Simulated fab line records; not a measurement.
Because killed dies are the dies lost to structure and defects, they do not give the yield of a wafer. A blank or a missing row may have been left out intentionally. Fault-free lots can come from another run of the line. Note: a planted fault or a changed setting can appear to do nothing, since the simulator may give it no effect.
A struck lot beside a sound one	flow sky130	43 out of 708 route steps
Sound: these wafers, L389.3, L389.4, L389.5. Struck: wafers L398.1, L398.2, L398.5. The cause is given at the end.
At each step with rows: each side's tool, then ch and its chambers, then its first start. Under that, the readings that differ: sound wafers	struck wafers	difference of the means	sigmas: that difference in standard deviations of wafers without a fault.
alike: a reading whose means differ by less than 2 such deviations, as well as words and numbers matching on both sides. not compared: withheld readings; readings where some wafer has no value; bounds like >300 that might hide an equal value; numbers whose values overlap and for which the record gives no deviation.
Wherever a step has rows on one side only, a row that says differs or no value, or a row with sigmas, the two part there. Numbers that have no deviation but don't overlap get no sigmas and don't part them. A reading that every wafer of one side lacks parts them only if that side has two wafers or more.

first, 7 steps without rows for these wafers: SKY_SONOS_ONO_DEHYDRATE_06 (time 60 s); SKY_SONOS_ONO_HMDS_07 (prime time 60 s); SKY_SONOS_ONO_COAT_08 (resist thk 1140 nm); SKY_SONOS_ONO_SOFTBAKE_09 (time 60 s); SKY_SONOS_ONO_EXPOSE_10 (exposes mask ONOM, target cd 410 nm); SKY_SONOS_ONO_PEB_11; SKY_SONOS_ONO_DEVELOP_12 (develop time 60 s).
SKY_SONOS_ONO_CD_MEAS_13 targets a cd of 410 nm.
  sound on cd-sem-01 at day 13 08:51; struck on cd-sem-01 at day 16 13:46
  alike: cd-nm
SKY_SONOS_ONO_OVL_MEAS_14:
  sound on overlay-02 at day 13 08:56; struck on overlay-01 at day 16 13:53
  alike: SONOS_ONO_OVL
SKY_SONOS_ONO_ETCH_15: etches the open film in CHF3/O2, target depth 19.52 nm, time 7.8 s.
  sound on rie-diel-04 ch 0,2,3, day 13 08:58; struck on rie-diel-04 ch 1,3, day 16 13:55
  alike: chamber-pressure-mTorr, drypump-motor-current-A, oes-product-au, throttle-valve-pct
  not compared: rf-hours-counter-h
then, 1 step without rows for these wafers: SKY_SONOS_ONO_WET_ETCH_16 (etches SiO2 in dHF, target depth 14 nm, time 280 s).
SKY_SONOS_ONO_STRIP_17: strips in O2/N2.
  sound on plasma-asher-04 ch 0,1, day 13 09:07; struck on plasma-asher-01 ch 0,1, day 16 14:01
  alike: chamber-pressure-mTorr, drypump-motor-current-A, oes-product-au, strip-time-to-endpoint-s
  not compared: rf-hours-counter-h
SKY_SONOS_ONO_WET_ETCH_18: etches Si3N4 in H3PO4, target depth 15 nm, time 172 s.
  sound on wet-bench-01 ch 0, day 13 09:10; struck on wet-bench-01 ch 2, day 16 14:07
  alike: bath-guard-temp-C, temp-c
then, 2 steps without rows for these wafers: SKY_GATE_OXIDE_CLEAN_00 (cleans in SC1/SC2, time 150 s); SKY_GATE_OXIDE_OXIDATION_01 (stabilise 600 s, purge 300 s, target thk 10.268 nm).
SKY_GATE_OXIDE_THK_MEAS_02:
  sound on film-metro-02 at day 13 12:59; struck on film-metro-04 at day 16 16:45
  alike: GATE_OXIDE_OXIDATION_00_THK
then, 7 steps without rows for these wafers: SKY_GATE_OXIDE_DEHYDRATE_03 (time 60 s); SKY_GATE_OXIDE_HMDS_04 (prime time 60 s); SKY_GATE_OXIDE_COAT_05 (resist thk 1140 nm); SKY_GATE_OXIDE_SOFTBAKE_06 (time 60 s); SKY_GATE_OXIDE_EXPOSE_07 (exposes mask LVOM, target cd 600 nm); SKY_GATE_OXIDE_PEB_08; SKY_GATE_OXIDE_DEVELOP_09 (develop time 60 s).
SKY_GATE_OXIDE_OVL_MEAS_10:
  sound on overlay-02 at day 14 14:04; struck on overlay-01 at day 17 21:42
  alike: GATE_OXIDE_OVL
then, 2 steps without rows for these wafers: SKY_GATE_OXIDE_IMPLANT_11; SKY_GATE_OXIDE_WET_ETCH_12 (etches SiO2 in dHF, target depth 16.8 nm, time 336 s).
SKY_GATE_OXIDE_STRIP_13: strips in O2/N2.
  sound on plasma-asher-04 ch 0,1, day 14 14:22; struck on plasma-asher-03 ch 0,1, day 17 21:59
  alike: chamber-pressure-mTorr, drypump-motor-current-A, oes-product-au, strip-time-to-endpoint-s
  not compared: rf-hours-counter-h
SKY_GATE_OXIDE_TW_MEAS_14:
  sound on film-metro-02 at day 14 14:27; struck on film-metro-02 at day 17 22:05
  alike: GATE_OXIDE_TW
then, 3 steps without rows for these wafers: SKY_GATE_OXIDE_CLEAN_15 (cleans in SC1/SC2, time 150 s); SKY_GATE_OXIDE_OXIDATION_16 (stabilise 600 s, purge 300 s, target thk 3.57 nm); SKY_POLY_GATE_CVD_00 (deposits poly-Si, target thk 180 nm, time 720 s).
SKY_POLY_GATE_THK_MEAS_01:
  sound on film-metro-03 at day 14 17:59; struck on film-metro-04 at day 18 01:02
  alike: POLY_GATE_CVD_00_THK
then, 8 steps without rows for these wafers: SKY_RES_PROTECT_DEHYDRATE_00 (time 60 s); SKY_RES_PROTECT_HMDS_01 (prime time 60 s); SKY_RES_PROTECT_COAT_02 (resist thk 1140 nm); SKY_RES_PROTECT_SOFTBAKE_03 (time 60 s); SKY_RES_PROTECT_EXPOSE_04 (exposes mask RPM, target cd 1270 nm); SKY_RES_PROTECT_PEB_05; SKY_RES_PROTECT_DEVELOP_06 (develop time 60 s); SKY_POLY_GATE_IMPLANT_02.
SKY_RES_PROTECT_STRIP_07: strips in O2/N2.
  sound on plasma-asher-02 ch 0,1, day 15 21:14; struck on plasma-asher-02 ch 0,1, day 19 07:33
  alike: chamber-pressure-mTorr, drypump-motor-current-A, oes-product-au, strip-time-to-endpoint-s
  not compared: rf-hours-counter-h
SKY_RES_PROTECT_TW_MEAS_08:
  sound on film-metro-04 at day 15 21:19; struck on film-metro-01 at day 19 07:39
reading	sound	struck	difference	sigmas
POLY_GATE_TW	4096 4113 4110	3980 4020 4010	-103	-2
-- the record jumps here: 29 days lie between the struck wafers' starts before and after (it left off in module RES_PROTECT and takes up again in module PAD_OPEN, whose first step shown is number 708 of the route) --
SKY_PAD_OPEN_PROBE_99:
  sound on prober-02 at day 46 09:28; struck on prober-01 at day 48 19:28
reading	sound	struck	difference	sigmas
killed-at-front-end	27 15 13	52 58 60	+38	+9
killed-dies	89 88 87	116 116 112	+27	+3
killed-open	55 53 51	40 40 35	-15	-2
  alike: killed_at_M0_to_M3, killed_at_M4_up, killed-at-contacts, killed-at-other, killed-short

== WHERE THEY PART ==
Earliest at SKY_RES_PROTECT_TW_MEAS_08; latest, in this record, at SKY_PAD_OPEN_PROBE_99.

WHY: what had been put in by the simulator
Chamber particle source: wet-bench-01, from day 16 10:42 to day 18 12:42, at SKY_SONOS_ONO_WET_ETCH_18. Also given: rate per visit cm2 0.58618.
